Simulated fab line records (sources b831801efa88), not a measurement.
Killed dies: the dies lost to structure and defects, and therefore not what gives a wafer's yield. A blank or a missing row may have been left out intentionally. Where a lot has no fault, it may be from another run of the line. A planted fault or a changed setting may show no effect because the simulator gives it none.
Which tool is to blame? -- flow gf180mcu -- Sampling: 15 lots, 45 wafers, 2 of 602 route steps

## WHAT EACH GAUGE READ, for each wafer
GF_HV_LDD_CD_MEAS_19: the cd target is 400 nm. Usual: cdNm 399.7 nm, standard deviation 2.2.
lot,measured,on,cdNm (nm),flag
L824,day 11 00:07,cdSem-01,398.6 401.6 398.6,
L823,day 11 00:16,cdSem-02,401.6 401.3 401.3,
L828,day 12 02:31,cdSem-01,404.1 403.7 404.0,
L830,day 12 21:46,cdSem-02,398.2 397.4 398.8,
L831,day 13 05:07,cdSem-02,397.3 395.7 396.5,
L832,day 13 11:46,cdSem-01,399.8 398.4 401.9,
L833,day 13 19:05,cdSem-01,400.2 399.8 399.1,
L834,day 14 04:24,cdSem-02,401.3 399.7 402.4,
L835,day 14 08:44,cdSem-02,395.7 395.4 394.2,
L836,day 14 15:05,cdSem-01,397.9 398.5 400.5,
L839,day 15 18:23,cdSem-02,401.5 401.2 398.9,
L843,day 16 23:19,cdSem-01,398.3 400.0 397.2,
L844,day 17 10:14,cdSem-02,399.3 399.0 399.7,
L845,day 17 15:56,cdSem-01,399.0 400.6 399.8,
L846,day 18 01:41,cdSem-02,399.4 399.2 401.2,

GF_HV_LDD_OVL_MEAS_20. Usual: HV_LDD_01_OVL typically reads -1.2 nm, with standard deviation 1.6.
lot,measured,on,HV_LDD_01_OVL (nm),flag
L824,day 11 00:12,overlay-02,-0.6 -0.2 -0.6,
L823,day 11 00:22,overlay-02,-1.5 -1.9 -0.5,
L828,day 12 02:37,overlay-02,-2.1 -1.5 -2.8,
L830,day 12 21:53,overlay-02,-0.4 2.0 1.2,
L831,day 13 05:13,overlay-02,0.4 -0.6 -0.2,
L832,day 13 11:51,overlay-01,-2.2 0.2 -3.6,
L833,day 13 19:12,overlay-02,-0.8 0.1 0.1,
L834,day 14 04:29,overlay-01,0.0 0.1 -0.6,
L835,day 14 08:51,overlay-02,-0.9 2.3 -1.0,
L836,day 14 15:11,overlay-02,-2.5 -2.8 -3.6,
L839,day 15 18:31,overlay-01,-0.1 -0.5 -2.1,
L843,day 16 23:25,overlay-01,0.3 0.3 0.1,
L844,day 17 10:22,overlay-01,-0.8 -1.2 0.3,
L845,day 17 16:01,overlay-02,-0.7 -1.0 -0.8,
L846,day 18 01:46,overlay-02,0.2 -0.7 -0.5,

## TOOL THAT RAN EACH LOT (tool first, then ch and the chambers of the sampled wafers, then the start)
The record shows no process step preceding these readings.

## WHAT THE TOOLS THEMSELVES READ (means of the sampled wafers that have a number; where no wafer has one, the mark that the record gives instead)
The record holds no such reading with a usual standard deviation.

## THE ANSWER, worked out from the rows above alone
Rule: a lot counts as off when the mean over its wafers that have a number is more than 3 standard deviations away from the usual mean. A lot without any number at a reading at which 4 lots or more have one is off too. All remaining lots with rows at the step are treated as sound. Order of review: gauges by route order, followed by the tools' own readings, for which a lot's mean as printed above is used. At the first step where some lot is off, the reading lying furthest off is the one used; lots without a number count as furthest.
None of the lots is off at any reading shown; this tells nothing.

## WHAT THE SIMULATOR HAD PUT IN
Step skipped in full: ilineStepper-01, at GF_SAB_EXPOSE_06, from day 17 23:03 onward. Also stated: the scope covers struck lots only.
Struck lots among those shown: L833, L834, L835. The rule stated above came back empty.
